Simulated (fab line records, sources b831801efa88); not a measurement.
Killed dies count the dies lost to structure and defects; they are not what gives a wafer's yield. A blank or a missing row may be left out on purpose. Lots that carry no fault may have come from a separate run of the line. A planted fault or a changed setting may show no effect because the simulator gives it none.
Matching of chambers    flow gf180mcu    GF_STI_CMP_25 on cmp-01: 4 sister chambers
The step polishes, stops on Si3N4, t overpolish 33 s, target thk 524.6 nm. 8 wafers are shown with their chamber, then 8 later ones without.

== WAFERS, EACH WITH ITS CHAMBER ==
wafer   chamber  motor_current_A (A)  time_to_endpoint_s (s)
L638.4  3        11.4                 122
L641.1  0        11.6                 120
L641.5  3        11.2                 125
L642.3  2        13.0                 120
L642.6  0        11.7                 122
L646.3  2        12.7                 114
L646.6  1        12.3                 111
L650.2  1        12.3                 116

== WAFERS WITHOUT THEIR CHAMBER ==
wafer   motor_current_A (A)  time_to_endpoint_s (s)
L650.4  13.7                 119
L650.6  11.3                 122
L651.1  11.9                 112
L651.2  11.4                 121
L651.6  11.3                 121
L653.2  11.6                 115
L653.5  11.4                 114
L653.6  12.3                 111

== WHICH CHAMBER EACH WENT THROUGH ==
wafer   from the rows above      in truth
L650.4  2                        2
L650.6  3                        3
L651.1  can't be placed: 1 or 0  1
L651.2  can't be placed: 3 or 0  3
L651.6  can't be placed: 3 or 0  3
L653.2  can't be placed: 0 or 3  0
L653.5  can't be placed: 0 or 3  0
L653.6  1                        1
Correct placement for 3 of the 8. Not placeable from these rows: 5 (in 5, the candidates include the true chamber). Placed wrongly: 0.
How it was worked out, from the rows above alone: a wafer's distance from a chamber is the root of the sum, over the readings, of the square of ((its reading less the chamber's mean) divided by the reading's scatter). The wafer belongs to the nearest chamber; if the next one is less than 2 further off, it can't be placed. The mean given for a chamber averages the wafers shown for that chamber. The scatter: take each reading less its chamber's mean, square it, sum over the shown wafers, divide by the number of wafers less the number of chambers, and take the root.
